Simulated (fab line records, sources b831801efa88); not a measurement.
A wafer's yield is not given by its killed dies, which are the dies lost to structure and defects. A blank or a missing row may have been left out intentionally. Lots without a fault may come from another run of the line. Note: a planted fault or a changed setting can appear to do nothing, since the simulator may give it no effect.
One fault seen from 2 desks    flow sky130    what lay behind the numbers comes last; until then each desk has only its own

## TOOL OWNER'S DESK, pvd_sputter-04
At SKY_METAL1_SPUTTER_01 (material TiN, target thk 20 nm, time 16.7 s) the tool's own readings: per lot run on this tool, the mean of the sampled wafers that have a number. A lot is out of limits, marked OUT, if its mean lies more than 4 standard deviations from the usual mean; the brackets give that distance.
Columns: A = throttle_valve_pct at SKY_METAL1_SPUTTER_01, usual 29.9 %
lot   first seen here  A
L881  day 34 23:29     29.6
L883  day 35 23:49     29.6
L887  day 37 02:56     30.0
Finding of this desk: none of the 3 lots has anything out of limits.

## AT THE METROLOGY DESK
What the gauges read for every lot (on any tool): the sampled wafers with a number, averaged. A lot is out of limits, marked OUT, if its mean lies more than 4 standard deviations from the usual mean; the brackets give that distance.
Columns: A = CONTACT_W_RS at SKY_CONTACT_RS_MEAS_25, usual 0.339 ohm/sq; B = CONTACT_W_THK at SKY_CONTACT_THK_MEAS_26, usual 331 nm
lot   first seen here  A      B
L876  day 33 14:41     0.346  324
L881  day 34 22:59     0.346  323
L883  day 35 23:18     0.338  330
L887  day 37 02:26     0.333  331
L891  day 38 02:39     0.345  330
L893  day 39 05:11     0.343  330
Finding of this desk: none of the 6 lots has anything out of limits.

## BROUGHT TOGETHER
The desk of the tool owner found nothing out of limits.
From the metrology desk's view, nothing was out of limits.

## WHAT HAD BEEN PUT IN BY THE SIMULATOR
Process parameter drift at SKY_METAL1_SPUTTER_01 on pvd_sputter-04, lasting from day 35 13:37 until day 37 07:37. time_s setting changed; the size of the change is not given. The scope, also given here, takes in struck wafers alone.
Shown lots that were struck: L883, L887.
